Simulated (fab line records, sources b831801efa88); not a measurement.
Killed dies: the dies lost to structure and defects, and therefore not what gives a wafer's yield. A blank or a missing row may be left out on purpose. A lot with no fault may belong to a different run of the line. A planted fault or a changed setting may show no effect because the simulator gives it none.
Comparing a struck lot with a sound one ; flow sky130 ; 17 out of 708 route steps
Sound: the wafers L803.2, L803.4, L803.6. Wafers L805.1, L805.2, L805.5 were the ones struck. The cause is given at the end.
At each step with rows: each side's tool, then ch and its chambers, then its first start. Under that, the readings that differ: sound wafers ; struck wafers ; difference of the means ; sigmas: that difference in standard deviations of wafers without a fault.
alike: readings whose means differ by less than 2 such deviations, and words and numbers that are the same on both sides. not compared: withheld readings, readings that some wafer has no value for, bounds like >300 that may hide the same value, and numbers for which the record gives no deviation and whose values overlap.
Wherever a step has rows on one side only, a row that says differs or no value, or a row with sigmas, the two part there. Numbers that have no deviation but don't overlap get no sigmas and don't part them. A reading missing from all wafers of one side parts the sides only when that side holds two or more wafers.

first, 4 steps without rows for these wafers: SKY_FIELD_ISO_WET_ETCH_29 (etches Si3N4 in H3PO4, target depth 160 nm, time 1825 s); SKY_FIELD_ISO_WET_ETCH_30 (etches SiO2 in dHF, target depth 25 nm, time 50 s); SKY_NWELL_CLEAN_00 (cleans in SC1/SC2, time 150 s); SKY_NWELL_OXIDATION_01 (stabilise 600 s, purge 300 s, target thk 10 nm).
SKY_NWELL_THK_MEAS_02:
  sound on film-metro-02 at day 3 20:14; struck on film-metro-03 at day 4 07:03
  alike: NWELL_OXIDATION_THK
then, 7 steps without rows for these wafers: SKY_DNWELL_DEHYDRATE_00 (time 60 s); SKY_DNWELL_HMDS_01 (prime time 60 s); SKY_DNWELL_COAT_02 (resist thk 3000 nm); SKY_DNWELL_SOFTBAKE_03; SKY_DNWELL_EXPOSE_04 (exposes mask DNM, target cd 3000 nm); SKY_DNWELL_PEB_05; SKY_DNWELL_DEVELOP_06 (develop time 60 s).
SKY_DNWELL_IMPLANT_07:
  sound on implanter-04 ch 0, day 4 12:59; struck on implanter-01 ch 0, day 5 00:08
SKY_DNWELL_STRIP_08: strips in O2/N2.
  sound on plasma-asher-03 ch 0, day 4 13:07; struck on plasma-asher-03 ch 0,1, day 5 00:17
  alike: drypump-motor-current-A, oes-product-au, strip-time-to-endpoint-s
  not compared: rf-hours-counter-h
SKY_DNWELL_TW_MEAS_09:
  sound on film-metro-03 at day 4 13:14; struck on film-metro-01 at day 5 00:23
reading;sound;struck;difference;sigmas
DNWELL_TW;1101 1106 1107;1399 1396 1400;+294;+40
then, 1 step without rows for these wafers: SKY_PWDE_DEHYDRATE_00 (time 60 s).
-- the record jumps here: 43 days lie between the struck wafers' starts before and after (it left off in module PWDE and takes up again in module PAD_OPEN, whose first step shown is number 708 of the route) --
SKY_PAD_OPEN_PROBE_99:
  sound on prober-02 at day 47 11:56; struck on prober-02 at day 48 01:05
reading;sound;struck;difference;sigmas
killed-at-contacts;22 31 34;21 20 14;-11;-2
model.etest.res-deep-nwell.rs-ohm-sq;2208 2170 2195;1233 1237 1228;-958;
model.etest.res-deep-nwell.line-ohm-um;731.4 726.4 733.5;411.5 415.1 413.4;-317.1;
model.etest.res-pwde-under-gate.rs-ohm-sq;6247 6276 6286;6396 6362 6375;+108;
model.etest.res-pwell-under-gate.rs-ohm-sq;2296 2301 2295;2329 2332 2324;+31;
  alike: killed_at_M0_to_M3, killed_at_M4_up, killed-at-front-end, killed-at-other, killed-dies, killed-on-rim, killed-open, killed-short
  not compared: model.etest.res-deep-nwell.rs-ohm-sq-range

WHERE THEY PART
Earliest at SKY_DNWELL_TW_MEAS_09; latest, in this record, at SKY_PAD_OPEN_PROBE_99.

WHY: what had been put in by the simulator
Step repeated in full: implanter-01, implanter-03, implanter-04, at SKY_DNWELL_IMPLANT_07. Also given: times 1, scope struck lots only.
